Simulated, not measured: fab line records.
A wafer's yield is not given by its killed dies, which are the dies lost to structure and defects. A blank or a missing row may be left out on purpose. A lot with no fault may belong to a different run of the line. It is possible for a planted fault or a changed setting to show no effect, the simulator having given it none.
Which tool did it? + flow sfq line + 42 wafers from 14 lots sampled at 5 of the route's 325 steps

## WHAT EACH GAUGE READ, for each wafer
SFQ_I2_OVL_MEAS_918. Usual: I2_OVL -1 nm, standard deviation 5.6.
| lot  | measured     | on         | I2_OVL (nm) | flag |
|------|--------------|------------|-------------|------|
| L467 | day 29 02:48 | overlay-02 | 6 4 -1      |      |
| L470 | day 35 06:35 | overlay-01 | -7 -6 -5    |      |
| L471 | day 35 18:46 | overlay-01 | 1 7 -3      |      |
| L472 | day 36 03:52 | overlay-01 | -1 7 0      |      |
| L474 | day 37 15:33 | overlay-02 | -1 10 -9    |      |
| L478 | day 44 07:24 | overlay-01 | 4 4 7       |      |
| L480 | day 44 15:37 | overlay-01 | -12 -10 -11 |      |
| L481 | day 44 19:13 | overlay-02 | -5 -5 -2    |      |
| L483 | day 45 03:30 | overlay-01 | -2 -7 -1    |      |
| L486 | day 45 11:55 | overlay-02 | 1 7 3       |      |
| L487 | day 45 14:18 | overlay-02 | 3 3 -5      |      |
| L488 | day 45 16:41 | overlay-02 | -1 3 -2     |      |
| L489 | day 45 19:05 | overlay-02 | -3 0 -8     |      |
| L490 | day 45 20:17 | overlay-01 | 2 -4 -12    |      |

SFQ_I3_BOW_MEAS_922. Usual: I3_BOW 3 um, standard deviation 9.
| lot  | measured     | on            | I3_BOW (um) | flag |
|------|--------------|---------------|-------------|------|
| L467 | day 35 03:01 | film metro-01 | 15 13 13    |      |
| L470 | day 41 06:44 | film metro-01 | -1 4 4      |      |
| L471 | day 41 15:46 | film metro-04 | 5 -1 8      |      |
| L472 | day 42 00:43 | film metro-04 | -9 -4 1     |      |
| L474 | day 42 03:43 | film metro-04 | -8 7 -3     |      |
| L478 | day 49 20:42 | film metro-02 | 19 13 38    |      |
| L480 | day 50 04:52 | film metro-04 | 4 1 -1      |      |
| L481 | day 50 09:43 | film metro-02 | 2 -1 -13    |      |
| L483 | day 50 14:36 | film metro-02 | -2 -2 -12   |      |
| L486 | day 51 01:36 | film metro-04 | 1 8 8       |      |
| L487 | day 51 04:34 | film metro-01 | 13 25 8     |      |
| L488 | day 51 10:32 | film metro-02 | 0 10 7      |      |
| L489 | day 51 11:34 | film metro-04 | -2 3 5      |      |
| L490 | day 51 13:32 | film metro-01 | 3 10 2      |      |

SFQ_M4_RS_MEAS_924: a four-point-probe measurement. Usual: M4_NB_RS 0.893 ohm/sq, standard deviation 0.01.
| lot  | measured     | on            | M4_NB_RS (ohm/sq) | flag |
|------|--------------|---------------|-------------------|------|
| L467 | day 35 08:52 | film metro-03 | 0.886 0.903 0.892 |      |
| L470 | day 41 11:23 | film metro-03 | 0.900 0.896 0.898 |      |
| L471 | day 47 12:12 | film metro-03 | 0.894 0.885 0.900 |      |
| L472 | day 47 16:57 | film metro-03 | 0.891 0.903 0.895 |      |
| L474 | day 48 00:08 | film metro-01 | 0.884 0.881 0.879 |      |
| L478 | day 50 01:21 | film metro-03 | 0.855 0.880 0.886 |      |
| L480 | day 50 09:32 | film metro-02 | 0.857 0.896 0.888 |      |
| L481 | day 50 15:53 | film metro-02 | 0.903 0.903 0.896 |      |
| L483 | day 56 01:19 | film metro-02 | 0.891 0.894 0.898 |      |
| L486 | day 56 06:43 | film metro-02 | 0.886 0.891 0.888 |      |
| L487 | day 56 07:53 | film metro-02 | 0.899 0.886 0.891 |      |
| L488 | day 56 10:16 | film metro-02 | 0.879 0.869 0.880 |      |
| L489 | day 56 12:47 | film metro-01 | 0.899 0.896 0.898 |      |
| L490 | day 56 13:59 | film metro-02 | 0.870 0.870 0.873 |      |

## TOOL THAT RAN EACH LOT (tool first, then ch and the chambers of the sampled wafers, then the start)
| lot  | SFQ_TRILAYER_I1_VIA_STRIP_STRIP_053 | SFQ_TRILAYER_M4_DEP_SPUTTER_091 |
|------|-------------------------------------|---------------------------------|
| L467 | rie metal-02 ch 0,1, day 28 01:42   | pvd sputter-04, day 35 08:46    |
| L470 | rie metal-01 ch 0,1, day 29 01:07   | pvd sputter-05, day 41 11:16    |
| L471 | rie metal-02 ch 0,1, day 29 09:51   | pvd sputter-05, day 47 12:03    |
| L472 | rie metal-04 ch 0,1, day 30 01:08   | pvd sputter-04, day 47 16:51    |
| L474 | rie metal-04 ch 0,1, day 31 08:37   | pvd sputter-06, day 48 00:03    |
| L478 | rie metal-04 ch 0,1, day 32 13:01   | pvd sputter-05, day 50 01:13    |
| L480 | rie metal-01 ch 0,1, day 32 17:37   | pvd sputter-05, day 50 09:26    |
| L481 | rie metal-04 ch 0,1, day 32 18:49   | pvd sputter-06, day 50 14:28    |
| L483 | rie metal-04 ch 0,1, day 33 01:01   | pvd sputter-05, day 56 00:35    |
| L486 | rie metal-01 ch 0,1, day 33 05:07   | pvd sputter-05, day 56 06:34    |
| L487 | rie metal-02 ch 1, day 33 07:19     | pvd sputter-06, day 56 07:46    |
| L488 | rie metal-04 ch 0,1, day 33 08:31   | pvd sputter-05, day 56 10:10    |
| L489 | rie metal-01 ch 0,1, day 33 10:55   | pvd sputter-06, day 56 12:41    |
| L490 | rie metal-04 ch 0,1, day 33 13:19   | pvd sputter-05, day 56 13:53    |
- SFQ_TRILAYER_I1_VIA_STRIP_STRIP_053: strips in O2.
- SFQ_TRILAYER_M4_DEP_SPUTTER_091: material Nb, target thk 200 nm, time 133.3 s.

## AS READ BY THE TOOLS THEMSELVES (means over the sampled wafers that have a number; for cases with no such wafer, the mark the record gives instead)
SFQ_TRILAYER_I1_VIA_STRIP_STRIP_053. Usual: drypump motor current A 6.1 A, standard deviation 0.37; oes product au 1.002 a.u., standard deviation 0.0075.
| lot  | tool         | drypump motor current A (A) | oes product au (a.u.) | flag |
|------|--------------|-----------------------------|-----------------------|------|
| L467 | rie metal-02 | 6.7                         | 1.004                 |      |
| L470 | rie metal-01 | 5.8                         | 1.002                 |      |
| L471 | rie metal-02 | 6.5                         | 1.006                 |      |
| L472 | rie metal-04 | 6.0                         | 1.008                 |      |
| L474 | rie metal-04 | 6.1                         | 1.004                 |      |
| L478 | rie metal-04 | 5.9                         | 1.014                 |      |
| L480 | rie metal-01 | 5.9                         | 1.000                 |      |
| L481 | rie metal-04 | 6.0                         | 1.003                 |      |
| L483 | rie metal-04 | 5.9                         | 1.006                 |      |
| L486 | rie metal-01 | 5.9                         | 0.999                 |      |
| L487 | rie metal-02 | 6.8                         | 1.013                 |      |
| L488 | rie metal-04 | 5.8                         | 0.997                 |      |
| L489 | rie metal-01 | 5.9                         | 0.997                 |      |
| L490 | rie metal-04 | 5.9                         | 0.999                 |      |

SFQ_TRILAYER_M4_DEP_SPUTTER_091. Usual: 30.0 % for throttle valve pct, sd 0.82.
| lot  | tool           | throttle valve pct (%) | flag |
|------|----------------|------------------------|------|
| L467 | pvd sputter-04 | 29.2                   |      |
| L470 | pvd sputter-05 | 30.1                   |      |
| L471 | pvd sputter-05 | 29.8                   |      |
| L472 | pvd sputter-04 | 30.3                   |      |
| L474 | pvd sputter-06 | 29.6                   |      |
| L478 | pvd sputter-05 | 30.0                   |      |
| L480 | pvd sputter-05 | 30.2                   |      |
| L481 | pvd sputter-06 | 30.0                   |      |
| L483 | pvd sputter-05 | 30.1                   |      |
| L486 | pvd sputter-05 | 29.8                   |      |
| L487 | pvd sputter-06 | 29.8                   |      |
| L488 | pvd sputter-05 | 29.9                   |      |
| L489 | pvd sputter-06 | 29.3                   |      |
| L490 | pvd sputter-05 | 30.0                   |      |

## THE ANSWER, worked out from the rows above alone
Rule: take the mean of a lot's wafers that have a number; if it is more than 3 standard deviations from the usual mean, the lot is off. Also off: a lot with no number at a reading for which 4 or more lots have one. The other lots that the step has rows for count as sound. The gauges are gone through in route order, then the tools' own readings, and for those a lot's mean is taken as printed above. The first step at which some lot is off is used, and at that step the reading that is off furthest; a lot without a number counts as furthest.
None of the lots is off at any reading shown; this tells nothing.

## WHAT THE SIMULATOR HAD INSERTED
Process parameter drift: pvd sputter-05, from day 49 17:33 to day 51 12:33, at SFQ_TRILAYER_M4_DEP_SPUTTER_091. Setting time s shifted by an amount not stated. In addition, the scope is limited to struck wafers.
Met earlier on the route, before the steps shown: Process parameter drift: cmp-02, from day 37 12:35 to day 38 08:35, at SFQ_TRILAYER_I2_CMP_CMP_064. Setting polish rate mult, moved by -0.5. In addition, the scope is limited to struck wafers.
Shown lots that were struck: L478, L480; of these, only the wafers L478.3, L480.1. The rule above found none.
